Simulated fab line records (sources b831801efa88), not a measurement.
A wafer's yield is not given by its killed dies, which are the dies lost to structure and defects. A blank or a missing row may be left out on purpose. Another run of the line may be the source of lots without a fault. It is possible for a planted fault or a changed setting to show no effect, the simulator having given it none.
A lot that was struck, set against a sound lot -- flow gf180mcu -- 17 steps out of a route of 602
Sound: these wafers, L274.3, L274.4, L274.5. Wafers L285.2, L285.3, L285.4 were the ones struck. The cause is given at the end.
Per side, at each step with rows, come the tool, then ch with its chambers, and then its first start. Under that, the readings that differ: sound wafers -- struck wafers -- difference of the means -- sigmas: that difference in standard deviations of wafers without a fault.
alike: readings whose means differ by less than 2 such deviations, and words and numbers that are the same on both sides. not compared: withheld readings, readings that some wafer has no value for, bounds like >300 that may hide the same value, and numbers for which the record gives no deviation and whose values overlap.
A row with sigmas, a row that says differs or no value, or rows on one side alone: a step with any of these is where the two part. When numbers do not overlap yet have no deviation, they are printed without sigmas and do not part them. Lack of a reading on every wafer of one side parts them only where that side has two or more wafers.

first, 4 steps without rows for these wafers: GF_M4_SOFTBAKE_10 (time 60 s); GF_M4_EXPOSE_11 (exposes mask Metal4, target cd 280 nm); GF_M4_PEB_12 (peb time 90 s); GF_M4_DEVELOP_13 (develop time 60 s).
GF_M4_CD_MEAS_14: the cd target is 280 nm.
  struck on cdSem-02, day 29 18:55; sound on cdSem-02, day 26 13:23
  alike: cdNm
GF_M4_OVL_MEAS_15:
  struck on overlay-02, day 29 19:01; sound on overlay-02, day 26 13:29
  alike: M4_OVL
GF_M4_METAL_ETCH_16: etches the open film in Cl2/BCl3, stops on SiO2, target depth 750.8 nm, time 125.1 s.
  sound on rieMetal-03 ch 0,1, day 26 13:33; struck on rieMetal-04 ch 0,1, day 29 19:03
  alike: chamberPressureMTorr, drypumpMotorCurrentA, oesProductAu, throttleValvePct
  not compared: rfHoursCounterH
GF_M4_STRIP_17: strips in O2/N2.
  sound on plasmaAsher-02 ch 0,1, day 26 13:40; struck on plasmaAsher-02 ch 0,1, day 29 19:10
  alike: chamberPressureMTorr, drypumpMotorCurrentA, heaterPowerW, oesProductAu, stripTimeToEndpointS
  not compared: rfHoursCounterH
then, 3 steps without rows for these wafers: GF_M4_STRIP_18 (strips in post etch residue remover, time 1200 s); GF_M4_CLEAN_19 (cleans in DIW); GF_V4_CVD_00 (deposits SiO2, target thk 600 nm, time 100 s).
GF_V4_THK_MEAS_01:
  struck on filmMetro-03, day 29 19:48; sound on filmMetro-02, day 26 14:17
  alike: V4_CVD_00_THK
GF_V4_CVD_02: deposits SiO2 from TEOS, target thk 850 nm, time 94.851 s.
  sound on pecvd-02 ch 1,2, day 26 14:20; struck on pecvd-02 ch 1,2, day 29 19:51
reading,sound,struck,difference,sigmas
model.SiO2_of_V4_CVD_02.thkNm (nm),834.7 846 845.6,781.9 777.6 791.8,-58.3,
  alike: heaterPowerW
GF_V4_THK_MEAS_03:
  struck on filmMetro-02, day 29 19:56; sound on filmMetro-03, day 26 14:25
reading,sound,struck,difference,sigmas
V4_CVD_02_THK (nm),835 847 845,782 777 792,-59,-5
GF_V4_CMP_04: polishes SiO2.
  sound on cmp-01 ch 0,3, day 26 14:28; struck on cmp-02 ch 1,2,3, day 29 19:59
reading,sound,struck,difference,sigmas
timeToEndpointS (s),75 84 90,61 51 59,-26,-4
  alike: motorCurrentA, platenRpm, retainingRingPressureFrac
GF_V4_BOW_MEAS_05:
  struck on filmMetro-03, day 29 20:18; sound on filmMetro-04, day 26 14:48
  alike: V4_BOW
following that, these wafers have no rows for 1 step: GF_PASSIVATION_PROBE_99.

## WHERE THEY PART
At GF_V4_THK_MEAS_03 first; at GF_V4_CMP_04 last (within this record only). Later steps at which nothing parts them and some readings are alike: GF_V4_BOW_MEAS_05.

WHY: what the simulator had put in
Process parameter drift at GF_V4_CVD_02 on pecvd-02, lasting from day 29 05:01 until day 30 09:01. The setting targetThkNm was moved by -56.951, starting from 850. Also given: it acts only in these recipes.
